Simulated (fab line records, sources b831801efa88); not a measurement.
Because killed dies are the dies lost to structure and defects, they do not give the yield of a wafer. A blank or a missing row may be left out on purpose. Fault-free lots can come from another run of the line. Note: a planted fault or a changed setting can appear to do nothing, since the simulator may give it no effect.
Which of the tools did it? :: flow sfq line :: 42 wafers sampled from 14 lots at 1 step of a route of 325

WHAT EACH GAUGE READ, for each wafer
The record lacks any reading of a measuring or inspecting step that a usual standard deviation could be used to judge.

TOOL THAT RAN EACH LOT (tool first, then ch and the chambers of the sampled wafers, then the start)
lot: L694
SFQ_TRILAYER_INCOMING_OXIDATION_002: furnace-02 ch 0, day 1 10:07

lot: L695
SFQ_TRILAYER_INCOMING_OXIDATION_002: furnace-01 ch 0, day 1 15:07

lot: L696
SFQ_TRILAYER_INCOMING_OXIDATION_002: furnace-02 ch 0, day 1 20:07

lot: L697
SFQ_TRILAYER_INCOMING_OXIDATION_002: furnace-01 ch 0, day 2 01:07

lot: L698
SFQ_TRILAYER_INCOMING_OXIDATION_002: furnace-02 ch 0, day 2 06:07

lot: L699
SFQ_TRILAYER_INCOMING_OXIDATION_002: furnace-01 ch 0, day 2 11:07

lot: L700
SFQ_TRILAYER_INCOMING_OXIDATION_002: furnace-02 ch 0, day 2 16:07

lot: L701
SFQ_TRILAYER_INCOMING_OXIDATION_002: furnace-01 ch 0, day 2 21:07

lot: L703
SFQ_TRILAYER_INCOMING_OXIDATION_002: furnace-01 ch 0, day 3 07:07

lot: L708
SFQ_TRILAYER_INCOMING_OXIDATION_002: furnace-02 ch 0, day 4 08:07

lot: L709
SFQ_TRILAYER_INCOMING_OXIDATION_002: furnace-01 ch 0, day 4 13:07

lot: L711
SFQ_TRILAYER_INCOMING_OXIDATION_002: furnace-01 ch 0, day 4 23:07

lot: L714
SFQ_TRILAYER_INCOMING_OXIDATION_002: furnace-02 ch 0, day 5 14:07

lot: L716
SFQ_TRILAYER_INCOMING_OXIDATION_002: furnace-02 ch 0, day 6 00:07
- SFQ_TRILAYER_INCOMING_OXIDATION_002: target thk 500 nm, ox time 4939 s.

AS READ BY THE TOOLS THEMSELVES (means over the sampled wafers that have a number; for cases with no such wafer, the mark the record gives instead)
SFQ_TRILAYER_INCOMING_OXIDATION_002. Usual: spike tc centre C 999.9 C, standard deviation 1.1; spike tc upper C 1000.0 C, standard deviation 1.1.
lot: L694
tool: furnace-02
spike tc centre C (C): 1000.6
spike tc upper C (C): 1000.5
flag: 

lot: L695
tool: furnace-01
spike tc centre C (C): 999.5
spike tc upper C (C): 999.5
flag: 

lot: L696
tool: furnace-02
spike tc centre C (C): 1000.9
spike tc upper C (C): 999.9
flag: 

lot: L697
tool: furnace-01
spike tc centre C (C): 999.6
spike tc upper C (C): 1000.3
flag: 

lot: L698
tool: furnace-02
spike tc centre C (C): 1000.3
spike tc upper C (C): 1000.5
flag: 

lot: L699
tool: furnace-01
spike tc centre C (C): 999.5
spike tc upper C (C): 999.4
flag: 

lot: L700
tool: furnace-02
spike tc centre C (C): 1000.9
spike tc upper C (C): 999.9
flag: 

lot: L701
tool: furnace-01
spike tc centre C (C): 999.4
spike tc upper C (C): 999.6
flag: 

lot: L703
tool: furnace-01
spike tc centre C (C): 999.1
spike tc upper C (C): 999.3
flag: 

lot: L708
tool: furnace-02
spike tc centre C (C): 1000.6
spike tc upper C (C): 999.6
flag: 

lot: L709
tool: furnace-01
spike tc centre C (C): 999.2
spike tc upper C (C): 999.9
flag: 

lot: L711
tool: furnace-01
spike tc centre C (C): 999.0
spike tc upper C (C): 999.9
flag: 

lot: L714
tool: furnace-02
spike tc centre C (C): 1000.1
spike tc upper C (C): 1000.3
flag: 

lot: L716
tool: furnace-02
spike tc centre C (C): 999.6
spike tc upper C (C): 999.3
flag: 

THE ANSWER, worked out from the rows above alone
Rule: lot off if the mean of its wafers having a number is beyond 3 standard deviations from the usual mean. A lot without any number at a reading at which 4 lots or more have one is off too. The other lots that the step has rows for count as sound. First the gauges in route order, then the tools' own readings, where a lot's mean is used as printed above. The first step at which some lot is off is used, and at that step the reading that is off furthest; a lot without a number counts as furthest.
None of the lots is off at any reading shown; this tells nothing.

WHAT THE SIMULATOR HAD PUT IN
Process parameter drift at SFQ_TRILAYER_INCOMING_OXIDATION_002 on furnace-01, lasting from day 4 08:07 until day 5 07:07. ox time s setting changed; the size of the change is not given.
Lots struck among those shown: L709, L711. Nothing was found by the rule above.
